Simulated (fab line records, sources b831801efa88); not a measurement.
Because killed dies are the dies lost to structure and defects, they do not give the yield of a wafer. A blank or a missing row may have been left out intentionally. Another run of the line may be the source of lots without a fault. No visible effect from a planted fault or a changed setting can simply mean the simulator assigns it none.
fab line records	flow sky130
record: lots: 10	wafers: 29	lastDay: 50
route steps=708 shown CAP2M@607 METAL5@663 PASSIVATION@682 PAD_OPEN@708
lots that met no fault: from a run of the same line without faults
startH: the number of hours between the record's first day and the start of the first shown wafer of the lot	waitH: hours elapsed since this lot's preceding step	" as in the row above	L1.1+2: a single row standing in for several wafers	- no value, or no start was given	* or withheld: withheld	< > ~ a bound
route shown NAME@n: names a module that has steps shown in the file, with the first one's number in the route	usual: the fault-free wafers' mean and standard deviation	same: alike in all rows	chamber/n: place in a boat	sites: each site's reading	_std_site: their standard deviation	_edge_site: inner sites' mean taken away from outer sites' mean	radiusMm: how far each site lies from the wafer's centre	mask NAME#n: copy n	behind: the tool/chamber that last shaped the wafer	hold: the reason the lot was held/the length of the hold in hours/how it ended	device: whichever transistor did not switch (one of n, p or np)	end of line: the route-end tests of the same wafers	where a step has no rows: the recipe by itself	killed: dies lost to structure and defects at the first sort, not the wafer's yield	map: dies across one wafer; x = killed, . = not, _ = none there
set.NAME: the setting that was run; set.NAME@STEP: the one run at that earlier step	model.NAME: the simulator's own value behind a step, which no gauge read
the route's steps for a sample of lots (tables are steps, rows are wafers)
services: a tool's chamber out of use, with start hour (startH, from the record's first day; less than 0 if before it), hours out, and reason
== steps ==
step: SKY_CAP2M_THK_MEAS_04
recipe: thkMeasGauge: xrf	reads: TiN_of_CAP2M_SPUTTER_02
usual: CAP2M_TIN_THK: 203.7/2.9
lot.wafer	tool	chamber	startH	waitH	CAP2M_TIN_THK[nm]
L857.1	filmMetro-02	-	942.57	0.1	207.2
L857.4	"	-	"	"	204.6
L857.6	"	-	"	"	203.7
L859.2	filmMetro-02	-	967.25	0.1	207.3
L859.3	"	-	"	"	203.0
L859.6	"	-	"	"	204.7
L862.1	filmMetro-02	-	971.04	0.1	206.7
L862.2	"	-	"	"	205.8
L862.6	"	-	"	"	204.9
L864.1	filmMetro-03	-	981.22	0.1	201.8
L864.2	"	-	"	"	199.4
L864.3	"	-	"	"	199.5
L867.1	filmMetro-03	-	1008.51	0.1	203.0
L867.2	"	-	"	"	204.4
L867.4	"	-	"	"	200.6
L869.2	filmMetro-03	-	1019.19	0.1	203.1
L869.5	"	-	"	"	203.9
L869.6	"	-	"	"	202.8
L871.1	filmMetro-02	-	1030.39	0.1	204.8
L871.4	"	-	"	"	203.9
L875.1	filmMetro-03	-	1053.05	0.1	203.2
L875.2	"	-	"	"	203.2
L875.3	"	-	"	"	203.8
L877.2	filmMetro-02	-	1062.96	0.1	201.0
L877.3	"	-	"	"	197.9
L877.6	"	-	"	"	197.9
L879.2	filmMetro-02	-	1080.32	0.1	205.6
L879.4	"	-	"	"	205.9
L879.6	"	-	"	"	207.1
step: SKY_CAP2M_STRIP_14
recipe: chemistry: O2/N2	powerW: 1400	pressureMtorr: 1500	platenTempC: withheld	o2FlowSccm: 3000	n2FlowSccm: 300	overashFraction: 0.5
usual: drypumpMotorCurrentA: 5.5/0.42	oesProductAu: 0.711/0.0043	stripTimeToEndpointS: 12.65/0.038
lot.wafer	tool	chamber	startH	waitH	drypumpMotorCurrentA	oesProductAu	rfHoursCounterH	stripTimeToEndpointS
L857.1	plasmaAsher-04	1	966.21	0.1	4.9	0.713	87	12.70
L857.4	"	0	"	"	5.5	0.708	-	12.60
L857.6	"	0	"	"	5.5	0.709	-	12.59
L859.2	plasmaAsher-02	1	990.94	0.1	5.9	0.714	58	12.67
L859.3	"	0	"	"	5.2	0.714	-	12.60
L859.6	"	1	"	"	5.9	0.714	-	12.64
L862.1	plasmaAsher-03	0	993.93	0.1	5.3	0.715	117	12.64
L862.2	"	1	"	"	6.2	0.706	117	12.65
L862.6	"	1	"	"	6.2	0.709	-	12.65
L864.1	plasmaAsher-04	0	1004.34	0.1	5.5	0.706	90	12.62
L864.2	"	1	"	"	4.9	0.710	90	12.63
L864.3	"	1	"	"	4.9	0.716	-	12.65
L867.1	plasmaAsher-02	0	1031.24	0.1	5.2	0.717	61	12.60
L867.2	"	1	"	"	5.9	0.717	61	12.63
L867.4	"	0	"	"	5.2	0.708	-	12.71
L869.2	plasmaAsher-02	0	1041.34	0.1	5.2	0.707	63	12.60
L869.5	"	1	"	"	5.8	0.712	-	12.61
L869.6	"	0	"	"	5.2	0.710	-	12.66
L871.1	plasmaAsher-04	1	1051.94	0.1	4.9	0.717	94	12.68
L871.4	"	1	"	"	4.9	0.711	-	12.67
L875.1	plasmaAsher-02	0	1073.78	0.1	5.2	0.710	66	12.64
L875.2	"	1	"	"	5.9	0.706	66	12.72
L875.3	"	1	"	"	5.9	0.716	-	12.75
L877.2	plasmaAsher-04	1	1084.21	0.1	4.9	0.712	98	12.57
L877.3	"	1	"	"	4.9	0.716	-	12.58
L877.6	"	1	"	"	4.9	0.712	-	12.59
L879.2	plasmaAsher-02	1	1101.14	0.1	5.9	0.707	68	12.67
L879.4	"	0	"	"	5.2	0.703	-	12.67
L879.6	"	1	"	"	5.8	0.716	-	12.66
step: SKY_METAL5_SPUTTER_02
recipe: material: AlCu	targetThkNm: 1150	powerW: 10600	timeS: 61.2	chamberPressurePa: 0.4
usual: throttleValvePct: 30.6/1.1
lot.wafer	tool	chamber	startH	waitH	throttleValvePct
L857.1	pvdSputter-03	-	1016.19	0.0	30.4
L857.4	"	-	"	"	29.3
L857.6	"	-	"	"	32.2
L859.2	pvdSputter-04	-	1039.74	0.0	30.1
L859.3	"	-	"	"	30.9
L859.6	"	-	"	"	30.8
L862.1	pvdSputter-04	-	1043.15	0.0	31.2
L862.2	"	-	"	"	32.9
L862.6	"	-	"	"	30.4
L864.1	pvdSputter-04	-	1052.92	0.0	30.2
L864.2	"	-	"	"	31.1
L864.3	"	-	"	"	29.9
L867.1	pvdSputter-04	-	1078.69	0.0	31.1
L867.2	"	-	"	"	32.7
L867.4	"	-	"	"	30.0
L869.2	pvdSputter-04	-	1087.98	0.0	33.0
L869.5	"	-	"	"	31.2
L869.6	"	-	"	"	30.4
L871.1	pvdSputter-04	-	1097.06	0.0	30.8
L871.4	"	-	"	"	29.8
L875.1	pvdSputter-02	-	1118.39	0.0	29.3
L875.2	"	-	"	"	30.8
L875.3	"	-	"	"	30.2
L877.2	pvdSputter-03	-	1128.10	0.0	30.0
L877.3	"	-	"	"	29.4
L877.6	"	-	"	"	31.3
L879.2	pvdSputter-02	-	1143.39	0.0	30.4
L879.4	"	-	"	"	29.1
L879.6	"	-	"	"	30.7
step: SKY_METAL5_RS_MEAS_05
recipe: thkMeasGauge: four-point-probe	reads: TiN_of_METAL5_SPUTTER_04+Ti_of_METAL5_SPUTTER_03+AlCu_of_METAL5_SPUTTER_02+TiN_of_METAL5_SPUTTER_01+Ti_of_METAL5_SPUTTER_00
usual: METAL5_ALCU_RS: 0.0271/0.00034
lot.wafer	tool	chamber	startH	waitH	METAL5_ALCU_RS[ohm/sq]
L857.1	filmMetro-04	-	1016.30	0.0	0.0270
L857.4	"	-	"	"	0.0272
L857.6	"	-	"	"	0.0271
L859.2	filmMetro-04	-	1039.87	0.0	0.0266
L859.3	"	-	"	"	0.0276
L859.6	"	-	"	"	0.0275
L862.1	filmMetro-04	-	1043.27	0.0	0.0273
L862.2	"	-	"	"	0.0271
L862.6	"	-	"	"	0.0263
L864.1	filmMetro-01	-	1053.04	0.0	0.0273
L864.2	"	-	"	"	0.0273
L864.3	"	-	"	"	0.0265
L867.1	filmMetro-03	-	1078.98	0.2	0.0275
L867.2	"	-	"	"	0.0273
L867.4	"	-	"	"	0.0265
L869.2	filmMetro-03	-	1088.13	0.0	0.0272
L869.5	"	-	"	"	0.0271
L869.6	"	-	"	"	0.0266
L871.1	filmMetro-04	-	1097.17	0.0	0.0320
L871.4	"	-	"	"	0.0318
L875.1	filmMetro-01	-	1118.51	0.0	0.0271
L875.2	"	-	"	"	0.0267
L875.3	"	-	"	"	0.0268
L877.2	filmMetro-01	-	1128.24	0.0	0.0272
L877.3	"	-	"	"	0.0275
L877.6	"	-	"	"	0.0270
L879.2	filmMetro-04	-	1143.53	0.0	0.0270
L879.4	"	-	"	"	0.0276
L879.6	"	-	"	"	0.0272
step: SKY_METAL5_THK_MEAS_06
recipe: thkMeasGauge: xrf	reads: AlCu_of_METAL5_SPUTTER_02
usual: METAL5_ALCU_THK: 1173/16
lot.wafer	tool	chamber	startH	waitH	METAL5_ALCU_THK[nm]
L857.1	filmMetro-04	-	1016.42	0.1	1187
L857.4	"	-	"	"	1174
L857.6	"	-	"	"	1181
L859.2	filmMetro-04	-	1039.98	0.1	1208
L859.3	"	-	"	"	1160
L859.6	"	-	"	"	1165
L862.1	filmMetro-04	-	1043.39	0.1	1174
L862.2	"	-	"	"	1180
L862.6	"	-	"	"	1223
L864.1	filmMetro-01	-	1053.16	0.1	1159
L864.2	"	-	"	"	1155
L864.3	"	-	"	"	1199
L867.1	filmMetro-03	-	1079.10	0.1	1154
L867.2	"	-	"	"	1161
L867.4	"	-	"	"	1198
L869.2	filmMetro-03	-	1088.24	0.1	1158
L869.5	"	-	"	"	1156
L869.6	"	-	"	"	1186
L871.1	filmMetro-04	-	1097.29	0.1	1022
L871.4	"	-	"	"	1024
L875.1	filmMetro-01	-	1118.63	0.1	1176
L875.2	"	-	"	"	1186
L875.3	"	-	"	"	1182
L877.2	filmMetro-01	-	1128.35	0.1	1170
L877.3	"	-	"	"	1151
L877.6	"	-	"	"	1174
L879.2	filmMetro-04	-	1143.64	0.1	1180
L879.4	"	-	"	"	1149
L879.6	"	-	"	"	1173
step: SKY_METAL5_METAL_ETCH_15
recipe: targetDepthA: 12600	stopOn: SiO2	overEtchFrac: 0.2	timeS: 252	chemistry: Cl2/BCl3	resistSidewallDeg: 86	pressureMtorr: 10	icpW: 900	biasW: 48.5	Cl2_flow_sccm: 60	bcl3FlowSccm: 30
usual: drypumpMotorCurrentA: 5.6/0.47	oesProductAu: 0.894/0.005	throttleValvePct: 22.265/0.0098
lot.wafer	tool	chamber	startH	waitH	drypumpMotorCurrentA	oesProductAu	rfHoursCounterH	throttleValvePct
L857.1	rieMetal-04	1	1038.36	0.0	6.0	0.899	18	22.250
L857.4	"	1	"	"	6.0	0.889	-	22.281
L857.6	"	0	"	"	6.5	0.893	-	22.263
L859.2	rieMetal-01	1	1061.70	0.0	5.6	0.890	10	22.246
L859.3	"	0	"	"	5.5	0.896	-	22.264
L859.6	"	1	"	"	5.6	0.900	-	22.266
L862.1	rieMetal-04	1	1064.98	0.0	6.0	0.893	19	22.269
L862.2	"	0	"	"	6.5	0.895	6	22.261
L862.6	"	0	"	"	6.5	0.895	-	22.262
L864.1	rieMetal-04	0	1074.38	0.0	6.5	0.896	7	22.270
L864.2	"	1	"	"	6.0	0.904	20	22.262
L864.3	"	0	"	"	6.5	0.901	-	22.253
L867.1	rieMetal-01	1	1099.43	0.0	5.6	0.900	12	22.277
L867.2	"	0	"	"	5.5	0.898	17	22.257
L867.4	"	1	"	"	5.6	0.898	-	22.276
L869.2	rieMetal-04	1	1108.71	0.0	6.0	0.890	23	22.264
L869.5	"	0	"	"	6.5	0.894	-	22.263
L869.6	"	1	"	"	6.0	0.891	-	22.272
L871.1	rieMetal-03	0	1117.05	0.0	4.9	0.843	13	22.286
L871.4	"	1	"	"	5.4	0.843	-	22.264
L875.1	rieMetal-04	1	1138.01	0.0	6.0	0.896	25	22.261
L875.2	"	0	"	"	6.5	0.894	11	22.264
L875.3	"	0	"	"	6.5	0.897	-	22.269
L877.2	rieMetal-03	1	1147.40	0.0	5.4	0.898	23	22.258
L877.3	"	0	"	"	4.9	0.894	-	22.263
L877.6	"	1	"	"	5.4	0.898	-	22.270
L879.2	rieMetal-01	0	1161.18	0.0	5.5	0.893	23	22.260
L879.4	"	0	"	"	5.5	0.898	-	22.254
L879.6	"	1	"	"	5.6	0.891	-	22.262
step: SKY_PASSIVATION_THK_MEAS_01
recipe: reads: SiO2_of_PASSIVATION_CVD_00
usual: PASSIVATION_CVD_00_THK: 90.1/1.1
lot.wafer	tool	chamber	startH	waitH	PASSIVATION_CVD_00_THK[nm]
L857.1	filmMetro-02	-	1039.27	-	88.6
L857.4	"	-	"	"	91.0
L857.6	"	-	"	"	90.4
L859.2	filmMetro-02	-	1062.63	-	88.2
L859.3	"	-	"	"	87.9
L859.6	"	-	"	"	89.1
L862.1	filmMetro-01	-	1065.84	-	89.9
L862.2	"	-	"	"	91.2
L862.6	"	-	"	"	90.6
L864.1	filmMetro-03	-	1075.25	-	89.8
L864.2	"	-	"	"	88.1
L864.3	"	-	"	"	88.5
L867.1	filmMetro-03	-	1100.28	-	90.5
L867.2	"	-	"	"	89.4
L867.4	"	-	"	"	91.1
L869.2	filmMetro-02	-	1109.57	-	89.1
L869.5	"	-	"	"	88.6
L869.6	"	-	"	"	89.9
L871.1	filmMetro-02	-	1117.90	-	89.4
L871.4	"	-	"	"	90.6
L875.1	filmMetro-03	-	1138.89	-	90.4
L875.2	"	-	"	"	89.6
L875.3	"	-	"	"	89.5
L877.2	filmMetro-02	-	1148.30	-	89.4
L877.3	"	-	"	"	90.8
L877.6	"	-	"	"	91.2
L879.2	filmMetro-01	-	1162.05	-	89.7
L879.4	"	-	"	"	92.1
L879.6	"	-	"	"	90.3
step: SKY_PAD_OPEN_PROBE_99
usual: defectLimitedYield: 82.5/2.1	killed_at_M0_to_M3: 44/7.3	killed_at_M4_up: 3.4/1.8	killedAtContacts: 24/5.8	killedAtFrontEnd: 15/4.9	killedAtOther: 0.4/0.63	killedDies: 86/11	killedOpen: 47/8	killedShort: 39/6.5	sort_bin_3_pad_short: 0.9/0.38	sort_bin_5_function: 10.4/1.6	sort_bin_6_memory: 6.2/1.2	sortNPass: 406/11	sortYieldPct: 82.5/2.1
same: grossDies: 492	killedAtBackSide: 0	sort_bin_4_leakage[%]: 0	sort_bin_8_speed[%]: 0
lot.wafer	tool	chamber	startH	waitH	defectLimitedYield[%]	killed_at_M0_to_M3	killed_at_M4_up	killedAtContacts	killedAtFrontEnd	killedAtOther	killedDies	killedOpen	killedShort	sort_bin_3_pad_short[%]	sort_bin_5_function[%]	sort_bin_6_memory[%]	sortNPass	sortYieldPct[%]
L871.1	prober-01	-	1157.50	0.1	75.0	80	5	22	16	0	123	46	30	0.8	18.7	5.5	369	75.0
L871.4	prober-01	-	1157.65	0.2	85.6	41	5	16	9	0	71	43	28	0.8	9.8	3.9	421	85.6
killed by level:class
L871.1 VIA2:areaExpose=47 VIA2:geometricParticle:open=12 LI_CONTACT:geometricParticle:open=11 VIA1:geometricParticle:open=7 FIELD_ISO:geometricParticle:open=5 FIELD_ISO:geometricParticle:short=4 POLY_GATE:geometricParticle:short=4 METAL1:geometricParticle:short=4
L871.4 VIA2:geometricParticle:open=11 CONTACT:geometricParticle:open=7 VIA1:geometricParticle:open=6 FIELD_ISO:geometricParticle:open=5 METAL2:geometricParticle:short=5 VIA3:geometricParticle:open=5 METAL1:geometricParticle:short=4 LOCAL_INTERCONNECT:geometricParticle:short=3
== services ==
tool	chamber	startH	hours	kind
plasmaAsher-04	-	952.03	2.8	pm
plasmaAsher-04	-	957.08	2.3	repair
plasmaAsher-04	-	979.60	3.0	repair
rieMetal-01	-	990.28	0.9	repair
pvdSputter-03	-	994.82	4.9	repair
rieMetal-01	-	1003.12	2.8	pm
pvdSputter-04	-	1009.03	2.0	repair
rieMetal-01	-	1024.30	0.3	repair
rieMetal-01	1	1049.29	3.8	repair
plasmaAsher-03	-	1055.25	9.0	pm
plasmaAsher-03	0	1055.25	9.0	ventCycle
plasmaAsher-03	1	1055.25	9.0	ventCycle
plasmaAsher-03	0	1064.25	-	clean
rieMetal-01	1	1066.39	1.5	repair
rieMetal-03	-	1099.29	8.6	repair
pvdSputter-02	-	1101.41	7.9	repair
plasmaAsher-03	-	1106.47	2.8	pm
pvdSputter-03	-	1106.47	5.0	repair
plasmaAsher-03	-	1125.56	3.2	repair
pvdSputter-02	-	1125.86	6.7	repair
plasmaAsher-04	-	1144.52	2.8	repair
rieMetal-03	1	1154.25	22.8	repair
rieMetal-01	-	1157.91	0.2	repair
plasmaAsher-02	-	1161.04	2.0	repair
== key ==
firstSign: step: SKY_METAL5_RS_MEAS_05	reading: METAL5_ALCU_RS	direction: up	sigmas: 14	usual: 0.0271	struck: 0.0319
effect: step: SKY_METAL5_THK_MEAS_06	reading: METAL5_ALCU_THK	direction: down	sigmas: 9.6	usual: 1173	struck: 1023
effect: step: SKY_METAL5_METAL_ETCH_15	reading: oesProductAu	direction: down	sigmas: 10	usual: 0.894	struck: 0.843
metAt SKY_METAL5_SPUTTER_02
struckLots L871
notActingAt SKY_CAP2M_THK_MEAS_04,SKY_CAP2M_STRIP_14,SKY_PASSIVATION_THK_MEAS_01
onsetBetween 1087.98 1097.06
earlierFault: kind: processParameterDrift	tool: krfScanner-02	chamber: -	onsetH: 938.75	steps: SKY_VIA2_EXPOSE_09	channel: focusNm	offset: 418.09	spreadByWafer: 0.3	shape: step
fault: kind: siteProfileDrift	tool: pvdSputter-04	chamber: -	onsetH: 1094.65	steps: SKY_METAL5_SPUTTER_02	basis: fraction	maxAbsDrift: 0.26362	slopeSharePerHr: 58.583	sitePattern: 0,0,0,0,0,-1,-1,-1,-1
